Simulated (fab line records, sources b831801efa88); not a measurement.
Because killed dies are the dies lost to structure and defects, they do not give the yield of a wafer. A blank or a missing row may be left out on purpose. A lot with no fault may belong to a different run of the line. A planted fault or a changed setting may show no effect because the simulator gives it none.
fab line records :: flow sfq-line
[record]
  lots = 6
  wafers = 18
  last-day = 83
route steps=325 shown I0@43
lots that met no fault: taken from a fault-free run of the same line
start-h: start of the lot's first displayed wafer, in hours after the record's first day :: wait-h: hours since the lot's step before :: " repeats the value in the row above :: L1.1+2: one row covering several wafers at once :: - no value present, or no start provided :: * or withheld: withheld :: < > ~ a bound
route shown NAME@n: a module of which the file shows steps, and the number in the route of the first :: usual: mean and standard deviation over wafers with no fault :: same: alike in all rows :: chamber/n: place in a boat :: sites: readings site by site :: _std_site: standard deviation of those values :: _edge_site: the outer-site mean with the inner-site mean subtracted :: radius-mm: for every site, how far away it sits from the centre of the wafer :: mask NAME#n: copy n :: behind: the tool/chamber that last shaped the wafer :: hold: cause of the lot's hold/its duration in hours/its outcome :: device: the n, p or np transistor that did not switch :: end of line: at the end of the route, the tests of the same wafers :: for a step that has no rows: nothing shown but its recipe :: killed: not the wafer's yield, but the dies lost to structure and defects at the first sort :: map: per-die view of a wafer (x killed, . not killed, _ where there is no die)
set.NAME: setting as actually run; set.NAME@STEP: the setting as run at that earlier step :: model.NAME: the simulator's own value behind a step, which no gauge read
lots at selected steps of the route; one table per step, one row per wafer
services: a tool's chamber out of use, with start hour (start-h, from the record's first day; less than 0 if before it), hours out, and reason
[[steps]]
[step SFQ_TRILAYER_I0_DEP_PECVD_027]
[recipe]
  material = SiO2
  temp-c = 150
  time-s = 111.11
  pressure-torr = 2.4
  rf-w = 183.3
  precursor = SiH4/N2O
  target-thk-nm = 500
[usual]
  heater-power-w = 78/13
  throttle-valve-pct = 25.3/0.99
lot.wafer: L478.2
tool: pecvd-03
chamber: 2
start-h: 202.57
wait-h: 0.0
heater-power-w: 90
throttle-valve-pct: 26.1

lot.wafer: L478.5
tool: pecvd-03
chamber: 1
start-h: 202.57
wait-h: 0.0
heater-power-w: 74
throttle-valve-pct: 24.7

lot.wafer: L478.6
tool: pecvd-03
chamber: 2
start-h: 202.57
wait-h: 0.0
heater-power-w: 72
throttle-valve-pct: 26.1

lot.wafer: L479.1
tool: pecvd-01
chamber: 0
start-h: 210.70
wait-h: 0.0
heater-power-w: 66
throttle-valve-pct: 25.8

lot.wafer: L479.3
tool: pecvd-01
chamber: 1
start-h: 210.70
wait-h: 0.0
heater-power-w: 85
throttle-valve-pct: 26.3

lot.wafer: L479.4
tool: pecvd-01
chamber: 2
start-h: 210.70
wait-h: 0.0
heater-power-w: 79
throttle-valve-pct: 25.4

lot.wafer: L480.3
tool: pecvd-01
chamber: 2
start-h: 221.57
wait-h: 0.0
heater-power-w: 72
throttle-valve-pct: 25.4

lot.wafer: L480.4
tool: pecvd-01
chamber: 0
start-h: 221.57
wait-h: 0.0
heater-power-w: 73
throttle-valve-pct: 25.7

lot.wafer: L480.6
tool: pecvd-01
chamber: 2
start-h: 221.57
wait-h: 0.0
heater-power-w: 74
throttle-valve-pct: 25.5

lot.wafer: L488.2
tool: pecvd-01
chamber: 1
start-h: 280.12
wait-h: 0.0
heater-power-w: 93
throttle-valve-pct: 26.5

lot.wafer: L488.5
tool: pecvd-01
chamber: 0
start-h: 280.12
wait-h: 0.0
heater-power-w: 61
throttle-valve-pct: 25.9

lot.wafer: L488.6
tool: pecvd-01
chamber: 1
start-h: 280.12
wait-h: 0.0
heater-power-w: 85
throttle-valve-pct: 26.7

lot.wafer: L490.1
tool: pecvd-01
chamber: 2
start-h: 290.90
wait-h: 0.0
heater-power-w: 76
throttle-valve-pct: 25.4

lot.wafer: L490.3
tool: pecvd-01
chamber: 1
start-h: 290.90
wait-h: 0.0
heater-power-w: 83
throttle-valve-pct: 26.5

lot.wafer: L490.5
tool: pecvd-01
chamber: 2
start-h: 290.90
wait-h: 0.0
heater-power-w: 78
throttle-valve-pct: 25.4

lot.wafer: L498.2
tool: pecvd-01
chamber: 0
start-h: 346.23
wait-h: 0.0
heater-power-w: 66
throttle-valve-pct: 25.7

lot.wafer: L498.4
tool: pecvd-01
chamber: 1
start-h: 346.23
wait-h: 0.0
heater-power-w: 92
throttle-valve-pct: 26.8

lot.wafer: L498.6
tool: pecvd-01
chamber: 0
start-h: 346.23
wait-h: 0.0
heater-power-w: 69
throttle-valve-pct: 25.9
[step SFQ_TRILAYER_I0_CMP_CMP_028]
[recipe]
  material = SiO2
  down-force-psi = 3
  platen-rpm = 60
  pad-velocity-m-s = 0.94248
[usual]
  motor-current-A = 9.4/0.71
  slurry-flow-ml-min = 150.0/0.48
  time-to-endpoint-s = 215/7.1
lot.wafer: L478.2
tool: cmp-01
chamber: 3
start-h: 205.16
wait-h: 2.6
motor-current-A: 10.9
slurry-flow-ml-min: 151.0
time-to-endpoint-s: 222

lot.wafer: L478.5
tool: cmp-01
chamber: 3
start-h: 207.16
wait-h: 4.5
motor-current-A: 10.9
slurry-flow-ml-min: 150.2
time-to-endpoint-s: 224

lot.wafer: L478.6
tool: cmp-01
chamber: 0
start-h: 207.16
wait-h: 4.5
motor-current-A: 8.9
slurry-flow-ml-min: 150.6
time-to-endpoint-s: 222

lot.wafer: L479.1
tool: cmp-02
chamber: 1
start-h: 211.28
wait-h: 0.5
motor-current-A: 9.7
slurry-flow-ml-min: 149.5
time-to-endpoint-s: 204

lot.wafer: L479.3
tool: cmp-02
chamber: 2
start-h: 211.28
wait-h: 0.5
motor-current-A: 8.8
slurry-flow-ml-min: 149.9
time-to-endpoint-s: 199

lot.wafer: L479.4
tool: cmp-02
chamber: 3
start-h: 211.28
wait-h: 0.5
motor-current-A: 8.7
slurry-flow-ml-min: 150.4
time-to-endpoint-s: 220

lot.wafer: L480.4
tool: cmp-02
chamber: 1
start-h: 221.64
wait-h: 0.0
motor-current-A: 9.9
slurry-flow-ml-min: 149.5
time-to-endpoint-s: 206

lot.wafer: L480.3
tool: cmp-02
chamber: 3
start-h: 222.64
wait-h: 1.0
motor-current-A: 9.0
slurry-flow-ml-min: 149.7
time-to-endpoint-s: 212

lot.wafer: L480.6
tool: cmp-02
chamber: 1
start-h: 223.64
wait-h: 2.0
motor-current-A: 9.3
slurry-flow-ml-min: 150.2
time-to-endpoint-s: 208

lot.wafer: L488.2
tool: cmp-01
chamber: 2
start-h: 291.24
wait-h: 11.1
motor-current-A: 10.2
slurry-flow-ml-min: 150.0
time-to-endpoint-s: 217

lot.wafer: L488.6
tool: cmp-01
chamber: 1
start-h: 292.74
wait-h: 12.5
motor-current-A: 9.9
slurry-flow-ml-min: 150.5
time-to-endpoint-s: 225

lot.wafer: L488.5
tool: cmp-01
chamber: 2
start-h: 292.74
wait-h: 12.5
motor-current-A: 9.7
slurry-flow-ml-min: 150.3
time-to-endpoint-s: 225

lot.wafer: L490.1
tool: cmp-02
chamber: 3
start-h: 301.64
wait-h: 10.7
motor-current-A: 8.6
slurry-flow-ml-min: 150.1
time-to-endpoint-s: 208

lot.wafer: L490.3
tool: cmp-02
chamber: 0
start-h: 301.64
wait-h: 10.7
motor-current-A: 8.9
slurry-flow-ml-min: 150.0
time-to-endpoint-s: 220

lot.wafer: L490.5
tool: cmp-02
chamber: 1
start-h: 301.64
wait-h: 10.7
motor-current-A: 9.4
slurry-flow-ml-min: 150.8
time-to-endpoint-s: 211

lot.wafer: L498.2
tool: cmp-02
chamber: 1
start-h: 351.64
wait-h: 5.4
motor-current-A: 9.4
slurry-flow-ml-min: 149.8
time-to-endpoint-s: 212

lot.wafer: L498.4
tool: cmp-02
chamber: 0
start-h: 353.14
wait-h: 6.8
motor-current-A: 9.1
slurry-flow-ml-min: 150.7
time-to-endpoint-s: 214

lot.wafer: L498.6
tool: cmp-02
chamber: 2
start-h: 354.14
wait-h: 7.8
motor-current-A: 8.6
slurry-flow-ml-min: 149.7
time-to-endpoint-s: 205
[step SFQ_I0_BOW_MEAS_907]
[recipe]
  mode = bow
[usual]
  I0_BOW = 1/7.2
lot.wafer: L478.2
tool: film-metro-03
chamber: -
start-h: 208.18
wait-h: 2.5
I0_BOW[um]: -6

lot.wafer: L478.5
tool: film-metro-03
chamber: -
start-h: 208.18
wait-h: 2.5
I0_BOW[um]: -8

lot.wafer: L478.6
tool: film-metro-03
chamber: -
start-h: 208.18
wait-h: 2.5
I0_BOW[um]: -16

lot.wafer: L479.1
tool: film-metro-03
chamber: -
start-h: 213.78
wait-h: 2.0
I0_BOW[um]: 4

lot.wafer: L479.3
tool: film-metro-03
chamber: -
start-h: 213.78
wait-h: 2.0
I0_BOW[um]: -1

lot.wafer: L479.4
tool: film-metro-03
chamber: -
start-h: 213.78
wait-h: 2.0
I0_BOW[um]: 3

lot.wafer: L480.3
tool: film-metro-01
chamber: -
start-h: 224.68
wait-h: 1.5
I0_BOW[um]: 0

lot.wafer: L480.4
tool: film-metro-01
chamber: -
start-h: 224.68
wait-h: 1.5
I0_BOW[um]: 8

lot.wafer: L480.6
tool: film-metro-01
chamber: -
start-h: 224.68
wait-h: 1.5
I0_BOW[um]: 5

lot.wafer: L488.2
tool: film-metro-03
chamber: -
start-h: 293.76
wait-h: 2.0
I0_BOW[um]: 8

lot.wafer: L488.5
tool: film-metro-03
chamber: -
start-h: 293.76
wait-h: 2.0
I0_BOW[um]: 0

lot.wafer: L488.6
tool: film-metro-03
chamber: -
start-h: 293.76
wait-h: 2.0
I0_BOW[um]: 10

lot.wafer: L490.1
tool: film-metro-03
chamber: -
start-h: 303.64
wait-h: 1.5
I0_BOW[um]: 8

lot.wafer: L490.3
tool: film-metro-03
chamber: -
start-h: 303.64
wait-h: 1.5
I0_BOW[um]: -17

lot.wafer: L490.5
tool: film-metro-03
chamber: -
start-h: 303.64
wait-h: 1.5
I0_BOW[um]: 6

lot.wafer: L498.2
tool: film-metro-01
chamber: -
start-h: 354.66
wait-h: 2.5
I0_BOW[um]: -9

lot.wafer: L498.4
tool: film-metro-01
chamber: -
start-h: 354.66
wait-h: 2.5
I0_BOW[um]: -1

lot.wafer: L498.6
tool: film-metro-01
chamber: -
start-h: 354.66
wait-h: 2.5
I0_BOW[um]: 5
[step SFQ_TRILAYER_I0_METRO_MEASURE_029]
[usual]
  thk-nm = 200.3/1
lot.wafer: L478.2
tool: film-metro-03
chamber: -
start-h: 208.48
wait-h: 0.3
thk-nm: 201.4

lot.wafer: L478.5
tool: film-metro-03
chamber: -
start-h: 208.48
wait-h: 0.3
thk-nm: 200.7

lot.wafer: L478.6
tool: film-metro-03
chamber: -
start-h: 208.48
wait-h: 0.3
thk-nm: 201.3

lot.wafer: L479.1
tool: film-metro-03
chamber: -
start-h: 213.90
wait-h: 0.1
thk-nm: 198.2

lot.wafer: L479.3
tool: film-metro-03
chamber: -
start-h: 213.90
wait-h: 0.1
thk-nm: 197.9

lot.wafer: L479.4
tool: film-metro-03
chamber: -
start-h: 213.90
wait-h: 0.1
thk-nm: 199.3

lot.wafer: L480.3
tool: film-metro-01
chamber: -
start-h: 225.16
wait-h: 0.5
thk-nm: 199.9

lot.wafer: L480.4
tool: film-metro-01
chamber: -
start-h: 225.16
wait-h: 0.5
thk-nm: 198.7

lot.wafer: L480.6
tool: film-metro-01
chamber: -
start-h: 225.16
wait-h: 0.5
thk-nm: 198.8

lot.wafer: L488.2
tool: film-metro-03
chamber: -
start-h: 294.06
wait-h: 0.3
thk-nm: 201.4

lot.wafer: L488.5
tool: film-metro-03
chamber: -
start-h: 294.06
wait-h: 0.3
thk-nm: 200.5

lot.wafer: L488.6
tool: film-metro-03
chamber: -
start-h: 294.06
wait-h: 0.3
thk-nm: 199.6

lot.wafer: L490.1
tool: film-metro-03
chamber: -
start-h: 303.76
wait-h: 0.1
thk-nm: 199.2

lot.wafer: L490.3
tool: film-metro-03
chamber: -
start-h: 303.76
wait-h: 0.1
thk-nm: 199.8

lot.wafer: L490.5
tool: film-metro-03
chamber: -
start-h: 303.76
wait-h: 0.1
thk-nm: 199.5

lot.wafer: L498.2
tool: film-metro-01
chamber: -
start-h: 354.96
wait-h: 0.3
thk-nm: 200.6

lot.wafer: L498.4
tool: film-metro-01
chamber: -
start-h: 354.96
wait-h: 0.3
thk-nm: 200.5

lot.wafer: L498.6
tool: film-metro-01
chamber: -
start-h: 354.96
wait-h: 0.3
thk-nm: 199.9
[step SFQ_TRILAYER_I0_VIA_LITHO_COAT_036]
[recipe]
  resist = BARC
  spin-rpm = 3000
  resist-thk-nm = 62
[step SFQ_TRILAYER_I0_VIA_LITHO_COAT_031]
[recipe]
  resist = KrF
  spin-rpm = 3000
  resist-thk-nm = 650
[step SFQ_TRILAYER_I0_VIA_LITHO_SOFTBAKE_035]
[recipe]
  temp-c = withheld
  time-s = withheld
  resist = KrF
[step SFQ_TRILAYER_I0_VIA_LITHO_EXPOSE_032]
[recipe]
  mask-id = I0
  na = 0.6
  source-shape = conventional
  sigma-outer = 0.65
  target-cd-nm = 500
  dose-mj = 21.57
[step SFQ_TRILAYER_I0_VIA_LITHO_PEB_034]
[recipe]
  peb-temp-c = 115
  peb-time-s = 60
  resist = KrF
[step SFQ_TRILAYER_I0_VIA_LITHO_DEVELOP_033]
[recipe]
  time-s = 60
  resist = KrF
[step SFQ_I0_OVL_MEAS_908]
[usual]
  I0_OVL = 0/4.5
lot.wafer: L478.2
tool: overlay-02
chamber: -
start-h: 301.11
wait-h: 0.1
I0_OVL[nm]: 3

lot.wafer: L478.5
tool: overlay-02
chamber: -
start-h: 301.11
wait-h: 0.1
I0_OVL[nm]: -3

lot.wafer: L478.6
tool: overlay-02
chamber: -
start-h: 301.11
wait-h: 0.1
I0_OVL[nm]: -4

lot.wafer: L479.1
tool: overlay-02
chamber: -
start-h: 308.31
wait-h: 0.1
I0_OVL[nm]: 2

lot.wafer: L479.3
tool: overlay-02
chamber: -
start-h: 308.31
wait-h: 0.1
I0_OVL[nm]: 7

lot.wafer: L479.4
tool: overlay-02
chamber: -
start-h: 308.31
wait-h: 0.1
I0_OVL[nm]: 6

lot.wafer: L480.3
tool: overlay-02
chamber: -
start-h: 321.17
wait-h: 0.1
I0_OVL[nm]: 2

lot.wafer: L480.4
tool: overlay-02
chamber: -
start-h: 321.17
wait-h: 0.1
I0_OVL[nm]: -1

lot.wafer: L480.6
tool: overlay-02
chamber: -
start-h: 321.17
wait-h: 0.1
I0_OVL[nm]: -1

lot.wafer: L488.2
tool: overlay-01
chamber: -
start-h: 406.20
wait-h: 0.1
I0_OVL[nm]: 1

lot.wafer: L488.5
tool: overlay-01
chamber: -
start-h: 406.20
wait-h: 0.1
I0_OVL[nm]: -9

lot.wafer: L488.6
tool: overlay-01
chamber: -
start-h: 406.20
wait-h: 0.1
I0_OVL[nm]: -4

lot.wafer: L490.1
tool: overlay-01
chamber: -
start-h: 418.19
wait-h: 0.1
I0_OVL[nm]: 2

lot.wafer: L490.3
tool: overlay-01
chamber: -
start-h: 418.19
wait-h: 0.1
I0_OVL[nm]: 5

lot.wafer: L490.5
tool: overlay-01
chamber: -
start-h: 418.19
wait-h: 0.1
I0_OVL[nm]: 3

lot.wafer: L498.2
tool: overlay-02
chamber: -
start-h: 480.78
wait-h: 0.1
I0_OVL[nm]: 6

lot.wafer: L498.4
tool: overlay-02
chamber: -
start-h: 480.78
wait-h: 0.1
I0_OVL[nm]: 6

lot.wafer: L498.6
tool: overlay-02
chamber: -
start-h: 480.78
wait-h: 0.1
I0_OVL[nm]: 6
[step SFQ_TRILAYER_I0_VIA_BARC_OPEN_VIA_ETCH_046]
[recipe]
  mask-material = PR
  chemistry = O2
  target-depth-nm = 125
  target = BARC
  source-w = 500
  bias-w = 80
  pressure-mtorr = 30
  time-s = 41.7
[usual]
  drypump-motor-current-A = 5.81/0.29
  oes-product-au = 0.685/0.0047
  rf-fwd-power-W = 495.8/1.9
lot.wafer: L478.2
tool: rie-diel-02
chamber: 3
start-h: 301.14
wait-h: 0.0
drypump-motor-current-A: 6.45
oes-product-au: 0.674
rf-fwd-power-W: 499.8
rf-hours-counter-h: 107

lot.wafer: L478.5
tool: rie-diel-02
chamber: 2
start-h: 301.14
wait-h: 0.0
drypump-motor-current-A: 5.31
oes-product-au: 0.676
rf-fwd-power-W: 494.9
rf-hours-counter-h: -

lot.wafer: L478.6
tool: rie-diel-02
chamber: 3
start-h: 301.14
wait-h: 0.0
drypump-motor-current-A: 6.45
oes-product-au: 0.684
rf-fwd-power-W: 498.1
rf-hours-counter-h: -

lot.wafer: L479.1
tool: rie-diel-04
chamber: 2
start-h: 308.34
wait-h: 0.0
drypump-motor-current-A: 5.97
oes-product-au: 0.684
rf-fwd-power-W: 495.0
rf-hours-counter-h: 5

lot.wafer: L479.3
tool: rie-diel-04
chamber: 1
start-h: 308.34
wait-h: 0.0
drypump-motor-current-A: 6.07
oes-product-au: 0.686
rf-fwd-power-W: 497.4
rf-hours-counter-h: 65

lot.wafer: L479.4
tool: rie-diel-04
chamber: 0
start-h: 308.34
wait-h: 0.0
drypump-motor-current-A: 5.53
oes-product-au: 0.679
rf-fwd-power-W: 496.2
rf-hours-counter-h: 52

lot.wafer: L480.3
tool: rie-diel-02
chamber: 2
start-h: 321.19
wait-h: 0.0
drypump-motor-current-A: 5.29
oes-product-au: 0.685
rf-fwd-power-W: 498.9
rf-hours-counter-h: 39

lot.wafer: L480.4
tool: rie-diel-02
chamber: 1
start-h: 321.19
wait-h: 0.0
drypump-motor-current-A: 5.96
oes-product-au: 0.683
rf-fwd-power-W: 489.1
rf-hours-counter-h: 2

lot.wafer: L480.6
tool: rie-diel-02
chamber: 2
start-h: 321.19
wait-h: 0.0
drypump-motor-current-A: 5.28
oes-product-au: 0.689
rf-fwd-power-W: 495.9
rf-hours-counter-h: -

lot.wafer: L488.2
tool: rie-diel-04
chamber: 0
start-h: 406.23
wait-h: 0.0
drypump-motor-current-A: 5.51
oes-product-au: 0.684
rf-fwd-power-W: 495.6
rf-hours-counter-h: 54

lot.wafer: L488.5
tool: rie-diel-04
chamber: 0
start-h: 406.23
wait-h: 0.0
drypump-motor-current-A: 5.50
oes-product-au: 0.687
rf-fwd-power-W: 494.7
rf-hours-counter-h: -

lot.wafer: L488.6
tool: rie-diel-04
chamber: 1
start-h: 406.23
wait-h: 0.0
drypump-motor-current-A: 6.12
oes-product-au: 0.688
rf-fwd-power-W: 495.8
rf-hours-counter-h: -

lot.wafer: L490.1
tool: rie-diel-02
chamber: 2
start-h: 418.23
wait-h: 0.0
drypump-motor-current-A: 5.29
oes-product-au: 0.685
rf-fwd-power-W: 492.1
rf-hours-counter-h: 40

lot.wafer: L490.3
tool: rie-diel-02
chamber: 0
start-h: 418.23
wait-h: 0.0
drypump-motor-current-A: 5.57
oes-product-au: 0.687
rf-fwd-power-W: 494.0
rf-hours-counter-h: 2

lot.wafer: L490.5
tool: rie-diel-02
chamber: 2
start-h: 418.23
wait-h: 0.0
drypump-motor-current-A: 5.30
oes-product-au: 0.697
rf-fwd-power-W: 494.1
rf-hours-counter-h: -

lot.wafer: L498.2
tool: rie-diel-01
chamber: 0
start-h: 480.81
wait-h: 0.0
drypump-motor-current-A: 6.02
oes-product-au: 0.690
rf-fwd-power-W: 493.6
rf-hours-counter-h: 4

lot.wafer: L498.4
tool: rie-diel-01
chamber: 2
start-h: 480.81
wait-h: 0.0
drypump-motor-current-A: 5.56
oes-product-au: 0.684
rf-fwd-power-W: 493.8
rf-hours-counter-h: 1

lot.wafer: L498.6
tool: rie-diel-01
chamber: 1
start-h: 480.81
wait-h: 0.0
drypump-motor-current-A: 5.58
oes-product-au: 0.682
rf-fwd-power-W: 494.0
rf-hours-counter-h: -
[step SFQ_TRILAYER_I0_VIA_ETCH_VIA_ETCH_034]
[recipe]
  target = SiO2
  stop-on = Nb
  mask-material = PR
  taper-deg = 20
  chemistry = CHF3
  target-depth-nm = 260
  source-w = 500
  bias-w = 80
  pressure-mtorr = 30
  time-s = withheld
[usual]
  drypump-motor-current-A = 5.81/0.29
  oes-product-au = 0.856/0.005
  rf-fwd-power-W = 498.5/1.5
lot.wafer: L478.2
tool: rie-diel-02
chamber: 3
start-h: 301.18
wait-h: 0.0
drypump-motor-current-A: 6.51
oes-product-au: 0.861
rf-fwd-power-W: 421.1

lot.wafer: L478.5
tool: rie-diel-02
chamber: 2
start-h: 301.18
wait-h: 0.0
drypump-motor-current-A: 5.30
oes-product-au: 0.851
rf-fwd-power-W: 420.1

lot.wafer: L478.6
tool: rie-diel-02
chamber: 3
start-h: 301.18
wait-h: 0.0
drypump-motor-current-A: 6.48
oes-product-au: 0.855
rf-fwd-power-W: 418.8

lot.wafer: L479.1
tool: rie-diel-04
chamber: 2
start-h: 308.38
wait-h: 0.0
drypump-motor-current-A: 5.99
oes-product-au: 0.853
rf-fwd-power-W: 501.5

lot.wafer: L479.3
tool: rie-diel-04
chamber: 1
start-h: 308.38
wait-h: 0.0
drypump-motor-current-A: 6.05
oes-product-au: 0.846
rf-fwd-power-W: 501.2

lot.wafer: L479.4
tool: rie-diel-04
chamber: 0
start-h: 308.38
wait-h: 0.0
drypump-motor-current-A: 5.51
oes-product-au: 0.855
rf-fwd-power-W: 499.1

lot.wafer: L480.3
tool: rie-diel-02
chamber: 2
start-h: 321.23
wait-h: 0.0
drypump-motor-current-A: 5.30
oes-product-au: 0.854
rf-fwd-power-W: 418.0

lot.wafer: L480.4
tool: rie-diel-02
chamber: 1
start-h: 321.23
wait-h: 0.0
drypump-motor-current-A: 5.95
oes-product-au: 0.860
rf-fwd-power-W: 417.1

lot.wafer: L480.6
tool: rie-diel-02
chamber: 2
start-h: 321.23
wait-h: 0.0
drypump-motor-current-A: 5.32
oes-product-au: 0.854
rf-fwd-power-W: 419.6

lot.wafer: L488.2
tool: rie-diel-04
chamber: 0
start-h: 406.27
wait-h: 0.0
drypump-motor-current-A: 5.47
oes-product-au: 0.855
rf-fwd-power-W: 500.5

lot.wafer: L488.5
tool: rie-diel-04
chamber: 0
start-h: 406.27
wait-h: 0.0
drypump-motor-current-A: 5.54
oes-product-au: 0.855
rf-fwd-power-W: 500.8

lot.wafer: L488.6
tool: rie-diel-04
chamber: 1
start-h: 406.27
wait-h: 0.0
drypump-motor-current-A: 6.06
oes-product-au: 0.849
rf-fwd-power-W: 496.9

lot.wafer: L490.1
tool: rie-diel-02
chamber: 2
start-h: 418.27
wait-h: 0.0
drypump-motor-current-A: 5.28
oes-product-au: 0.855
rf-fwd-power-W: 498.7

lot.wafer: L490.3
tool: rie-diel-02
chamber: 0
start-h: 418.27
wait-h: 0.0
drypump-motor-current-A: 5.59
oes-product-au: 0.853
rf-fwd-power-W: 499.6

lot.wafer: L490.5
tool: rie-diel-02
chamber: 2
start-h: 418.27
wait-h: 0.0
drypump-motor-current-A: 5.28
oes-product-au: 0.856
rf-fwd-power-W: 496.3

lot.wafer: L498.2
tool: rie-diel-01
chamber: 0
start-h: 480.85
wait-h: 0.0
drypump-motor-current-A: 6.02
oes-product-au: 0.866
rf-fwd-power-W: 497.4

lot.wafer: L498.4
tool: rie-diel-01
chamber: 2
start-h: 480.85
wait-h: 0.0
drypump-motor-current-A: 5.56
oes-product-au: 0.861
rf-fwd-power-W: 497.9

lot.wafer: L498.6
tool: rie-diel-01
chamber: 1
start-h: 480.85
wait-h: 0.0
drypump-motor-current-A: 5.61
oes-product-au: 0.850
rf-fwd-power-W: 498.0
[step SFQ_TRILAYER_I0_VIA_STRIP_STRIP_035]
[recipe]
  gas = O2
  power-w = 200
  platen-temp-c = 40
  overash-fraction = 0.65
  chemistry = O2
  pressure-mtorr = 50
[usual]
  drypump-motor-current-A = 5.3/0.33
  oes-product-au = 1.005/0.0091
lot.wafer: L478.2
tool: rie-metal-02
chamber: 0
start-h: 301.29
wait-h: -
drypump-motor-current-A: 5.3
oes-product-au: 0.992
rf-hours-counter-h: 72

lot.wafer: L478.5
tool: rie-metal-02
chamber: 0
start-h: 301.29
wait-h: -
drypump-motor-current-A: 5.3
oes-product-au: 0.992
rf-hours-counter-h: -

lot.wafer: L478.6
tool: rie-metal-02
chamber: 1
start-h: 301.29
wait-h: -
drypump-motor-current-A: 5.2
oes-product-au: 1.000
rf-hours-counter-h: -

lot.wafer: L479.1
tool: rie-metal-02
chamber: 1
start-h: 308.49
wait-h: -
drypump-motor-current-A: 5.3
oes-product-au: 0.998
rf-hours-counter-h: 123

lot.wafer: L479.3
tool: rie-metal-02
chamber: 0
start-h: 308.49
wait-h: -
drypump-motor-current-A: 5.3
oes-product-au: 0.996
rf-hours-counter-h: -

lot.wafer: L479.4
tool: rie-metal-02
chamber: 1
start-h: 308.49
wait-h: -
drypump-motor-current-A: 5.3
oes-product-au: 0.989
rf-hours-counter-h: -

lot.wafer: L480.3
tool: rie-metal-01
chamber: 1
start-h: 321.55
wait-h: -
drypump-motor-current-A: 5.6
oes-product-au: 1.000
rf-hours-counter-h: -

lot.wafer: L480.4
tool: rie-metal-01
chamber: 0
start-h: 321.55
wait-h: -
drypump-motor-current-A: 5.2
oes-product-au: 1.004
rf-hours-counter-h: -

lot.wafer: L480.6
tool: rie-metal-01
chamber: 1
start-h: 321.55
wait-h: -
drypump-motor-current-A: 5.6
oes-product-au: 1.018
rf-hours-counter-h: -

lot.wafer: L488.2
tool: rie-metal-01
chamber: 1
start-h: 406.38
wait-h: -
drypump-motor-current-A: 5.6
oes-product-au: 0.999
rf-hours-counter-h: 86

lot.wafer: L488.5
tool: rie-metal-01
chamber: 1
start-h: 406.38
wait-h: -
drypump-motor-current-A: 5.6
oes-product-au: 0.998
rf-hours-counter-h: -

lot.wafer: L488.6
tool: rie-metal-01
chamber: 0
start-h: 406.38
wait-h: -
drypump-motor-current-A: 5.2
oes-product-au: 0.990
rf-hours-counter-h: -

lot.wafer: L490.1
tool: rie-metal-01
chamber: 1
start-h: 418.38
wait-h: -
drypump-motor-current-A: 5.6
oes-product-au: 1.009
rf-hours-counter-h: 88

lot.wafer: L490.3
tool: rie-metal-01
chamber: 1
start-h: 418.38
wait-h: -
drypump-motor-current-A: 5.6
oes-product-au: 1.000
rf-hours-counter-h: -

lot.wafer: L490.5
tool: rie-metal-01
chamber: 1
start-h: 418.38
wait-h: -
drypump-motor-current-A: 5.6
oes-product-au: 1.009
rf-hours-counter-h: -

lot.wafer: L498.2
tool: rie-metal-01
chamber: 1
start-h: 480.96
wait-h: -
drypump-motor-current-A: 5.6
oes-product-au: 1.004
rf-hours-counter-h: 98

lot.wafer: L498.4
tool: rie-metal-01
chamber: 0
start-h: 480.96
wait-h: -
drypump-motor-current-A: 5.2
oes-product-au: 0.999
rf-hours-counter-h: -

lot.wafer: L498.6
tool: rie-metal-01
chamber: 1
start-h: 480.96
wait-h: -
drypump-motor-current-A: 5.6
oes-product-au: 1.022
rf-hours-counter-h: -
[[services]]
tool: film-metro-03
chamber: -
start-h: 179.60
hours: 4.2
kind: repair

tool: rie-metal-01
chamber: -
start-h: 183.82
hours: 4.3
kind: pm

tool: film-metro-03
chamber: -
start-h: 183.95
hours: 1.1
kind: pm

tool: cmp-02
chamber: -
start-h: 190.21
hours: 1.0
kind: repair

tool: rie-diel-04
chamber: 3
start-h: 224.36
hours: 18.4
kind: repair

tool: cmp-02
chamber: -
start-h: 236.64
hours: 4.0
kind: pm

tool: film-metro-03
chamber: -
start-h: 245.78
hours: 1.9
kind: pm

tool: pecvd-01
chamber: 2
start-h: 278.61
hours: 9.7
kind: repair

tool: film-metro-03
chamber: -
start-h: 281.39
hours: 1.1
kind: pm

tool: cmp-02
chamber: -
start-h: 284.19
hours: 1.0
kind: repair

tool: pecvd-01
chamber: 2
start-h: 292.59
hours: 4.8
kind: repair

tool: rie-diel-04
chamber: -
start-h: 297.97
hours: 2.8
kind: pm

tool: rie-diel-04
chamber: 3
start-h: 318.25
hours: 13.4
kind: repair

tool: rie-diel-04
chamber: 0
start-h: 333.04
hours: 14.9
kind: repair

tool: rie-diel-02
chamber: 3
start-h: 340.13
hours: 123.5
kind: repair

tool: rie-metal-01
chamber: -
start-h: 351.33
hours: 2.8
kind: pm

tool: rie-diel-02
chamber: -
start-h: 359.70
hours: 2.8
kind: pm

tool: film-metro-03
chamber: -
start-h: 368.10
hours: 0.7
kind: pm

tool: cmp-02
chamber: -
start-h: 369.64
hours: 3.8
kind: pm

tool: pecvd-01
chamber: 1
start-h: 372.61
hours: 10.1
kind: repair

tool: rie-diel-02
chamber: -
start-h: 382.32
hours: 0.2
kind: repair

tool: film-metro-03
chamber: -
start-h: 384.00
hours: 0.9
kind: pm

tool: rie-diel-04
chamber: 0
start-h: 426.37
hours: 14.1
kind: repair

tool: rie-metal-01
chamber: -
start-h: 427.14
hours: 14.6
kind: pm
[[key]]
[first-sign]
  step = SFQ_TRILAYER_I0_VIA_ETCH_VIA_ETCH_034
  reading = rf-fwd-power-W
  direction = down
  sigmas = 53
  usual = 498.5
  struck = 419.1
effect none on later readings
met-at SFQ_TRILAYER_I0_VIA_ETCH_VIA_ETCH_034
struck-wafers L478.2,L478.5,L478.6,L480.3,L480.4,L480.6
[fault]
  kind = process-parameter-drift
  tool = rie-diel-02
  chamber = -
  onset-h = 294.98
  steps = SFQ_TRILAYER_I0_VIA_ETCH_VIA_ETCH_034
  channel = source-w
  offset = -80
  shape = step
  end-h = 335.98
  acts-in = these-recipes-only
  stated = 500
